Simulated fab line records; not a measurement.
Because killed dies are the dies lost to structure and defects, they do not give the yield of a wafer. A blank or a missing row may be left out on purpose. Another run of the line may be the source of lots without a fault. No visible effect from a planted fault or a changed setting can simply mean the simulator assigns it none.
Struck lot and sound lot, side by side || flow sky130 || 35 steps out of a route of 708
Sound: these wafers, L579.4, L579.5, L579.6. Struck: wafer L594.2 (left out: L594.1, L594.3 of the same lot, which were not struck); the cause appears at the end.
For every step that has rows: the tool of each side, followed by ch and its chambers, followed by its first start. Under that, the readings that differ: sound wafers || struck wafers || difference of the means || sigmas: that difference in standard deviations of wafers without a fault.
alike: a reading whose means differ by less than 2 such deviations, as well as words and numbers matching on both sides. not compared: withheld readings; readings where some wafer has no value; bounds like >300 that might hide an equal value; numbers whose values overlap and for which the record gives no deviation.
A row with sigmas, a row that says differs or no value, or rows on one side alone: a step with any of these is where the two part. Numbers that don't overlap but have no deviation are shown without sigmas and don't part them. Lack of a reading on every wafer of one side parts them only where that side has two or more wafers.

first, 4 steps without rows for these wafers: SKY_METAL5_SOFTBAKE_10 (time 60 s); SKY_METAL5_EXPOSE_11 (exposes mask MM5, target cd 1600 nm); SKY_METAL5_PEB_12; SKY_METAL5_DEVELOP_13 (develop time 60 s).
SKY_METAL5_DESCUM_14: chemistry O2, time 11 s.
  sound on rie metal-03 ch 0,1, day 44 09:50; struck on rie metal-04 ch 0, day 47 23:31
{"reading": "rf hours counter h (h)", "sound": "- - -", "struck": 26, "difference": "no value on the sound wafers", "sigmas": ""}
  alike: drypump motor current A, oes product au
SKY_METAL5_METAL_ETCH_15: etches the open film in Cl2/BCl3, stops on SiO2, target depth 1260 nm, time 252 s.
  sound on rie metal-03 ch 0,1, day 44 09:56; struck on rie metal-04 ch 0, day 47 23:33
{"reading": "rf hours counter h (h)", "sound": "- - -", "struck": 26, "difference": "no value on the sound wafers", "sigmas": ""}
  alike: drypump motor current A, oes product au, throttle valve pct
SKY_METAL5_STRIP_16: strips in O2/N2.
  sound on plasma asher-02 ch 0,1, day 44 10:07; struck on plasma asher-02 ch 0, day 47 23:47
{"reading": "rf hours counter h (h)", "sound": "- - -", "struck": 7, "difference": "no value on the sound wafers", "sigmas": ""}
  alike: drypump motor current A, oes product au, strip time to endpoint s
then, 3 steps without rows for these wafers: SKY_METAL5_STRIP_17 (strips in post etch residue remover, time 1200 s); SKY_METAL5_CLEAN_18 (cleans in IPA, time 180 s); SKY_METAL5_CLEAN_19 (cleans in O3/DIW).
SKY_PASSIVATION_CVD_00: deposits SiO2, target thk 90 nm.
  sound on pecvd-01 ch 0,2, day 44 10:41; struck on pecvd-02 ch 2, day 48 00:25
  alike: heater power w
SKY_PASSIVATION_THK_MEAS_01:
  sound on film metro-03, day 44 10:44; struck on film metro-04, day 48 00:26
  alike: PASSIVATION_CVD_00_THK
SKY_PASSIVATION_CVD_02: deposits Si3N4, target thk 540 nm.
  sound on pecvd-03 ch 0,1,2, day 44 10:53; struck on pecvd-01 ch 1, day 48 00:29
{"reading": "model.Si3N4_of_PASSIVATION_CVD_02.thk nm (nm)", "sound": "549.3 550.8 546.8", "struck": 648, "difference": "+99", "sigmas": ""}
  alike: heater power w
SKY_PASSIVATION_THK_MEAS_03:
  sound on film metro-03, day 44 11:02; struck on film metro-01, day 48 00:43
{"reading": "PASSIVATION_CVD_02_THK (nm)", "sound": "550 551 547", "struck": 648, "difference": "+99", "sigmas": "+14"}
then, 7 steps without rows for these wafers: SKY_PASSIVATION_DEHYDRATE_04 (time 60 s); SKY_PASSIVATION_HMDS_05 (prime time 60 s); SKY_PASSIVATION_COAT_06 (resist thk 3000 nm); SKY_PASSIVATION_SOFTBAKE_07; SKY_PASSIVATION_EXPOSE_08 (exposes mask NSM, target cd 3000 nm); SKY_PASSIVATION_PEB_09; SKY_PASSIVATION_DEVELOP_10 (develop time 60 s).
SKY_PASSIVATION_ETCH_11: etches the open film in CF4/O2, stops on AlCu, target depth 725 nm, time 161.1 s.
  sound on rie diel-03 ch 2,3, day 45 08:31; struck on rie diel-03 ch 3, day 48 18:55
{"reading": "model.PASSIVATION.feature depth nm (nm)", "sound": "714.7 714.9 711.6", "struck": 723.9, "difference": "+10.2", "sigmas": ""}
{"reading": "model.etch.depth nm (nm)", "sound": "714.7 714.9 711.6", "struck": 723.9, "difference": "+10.2", "sigmas": ""}
  alike: drypump motor current A, oes product au, throttle valve pct
  not compared: rf hours counter h
SKY_PASSIVATION_STRIP_12: strips in O2/N2.
  sound on plasma asher-04 ch 0,1, day 45 08:40; struck on plasma asher-02 ch 1, day 48 19:01
{"reading": "rf hours counter h (h)", "sound": "- - -", "struck": 9, "difference": "no value on the sound wafers", "sigmas": ""}
  alike: drypump motor current A, oes product au, strip time to endpoint s
then, 7 steps without rows for these wafers: SKY_PAD_OPEN_DEHYDRATE_00 (time 60 s); SKY_PAD_OPEN_HMDS_01 (prime time 60 s); SKY_PAD_OPEN_COAT_02 (resist thk 3000 nm); SKY_PAD_OPEN_SOFTBAKE_03; SKY_PAD_OPEN_EXPOSE_04 (exposes mask PDM, target cd 60000 nm); SKY_PAD_OPEN_PEB_05; SKY_PAD_OPEN_DEVELOP_06 (develop time 60 s).
SKY_PAD_OPEN_ETCH_07: etches the open film in CF4/O2, stops on AlCu, target depth 725 nm, time 161.1 s.
  sound on rie diel-02 ch 2,3, day 46 05:01; struck on rie diel-02 ch 1, day 49 12:43
  alike: drypump motor current A, oes product au, throttle valve pct
  not compared: rf hours counter h, model.PAD_OPEN.feature depth nm, model.etch.depth nm
then, 1 step without rows for these wafers: SKY_PAD_OPEN_STRIP_08 (strips in O2/N2).
SKY_PAD_OPEN_STRIP_09: strips in post etch residue remover, time 1146 s.
  sound on wet bench-02 ch 2, day 46 05:14; struck on wet bench-01 ch 3, day 49 12:59
{"reading": "model.Si3N4_of_PASSIVATION_CVD_02.thk nm (nm)", "sound": "548.9 550.5 546.4", "struck": 647.6, "difference": "+99.0", "sigmas": ""}
then, 1 step without rows for these wafers: SKY_PAD_OPEN_CLEAN_10 (cleans in IPA, time 180 s).
SKY_PAD_OPEN_PROBE_99:
  sound on prober-02, day 46 07:31; struck on prober-02, day 49 15:35
{"reading": "killed at other", "sound": "0 0 0", "struck": 1, "difference": "+1", "sigmas": "+2"}
  alike: defect limited yield, killed_at_M0_to_M3, killed_at_M4_up, killed at contacts, killed at front end, killed dies, killed open, killed short, sort_bin_3_pad_short, sort_bin_5_function, sort_bin_6_memory, sort n pass, sort yield pct

== WHERE THEY PART ==
First at SKY_METAL5_DESCUM_14; last, within this record, at SKY_PAD_OPEN_PROBE_99.

WHY: whatever the simulator had introduced
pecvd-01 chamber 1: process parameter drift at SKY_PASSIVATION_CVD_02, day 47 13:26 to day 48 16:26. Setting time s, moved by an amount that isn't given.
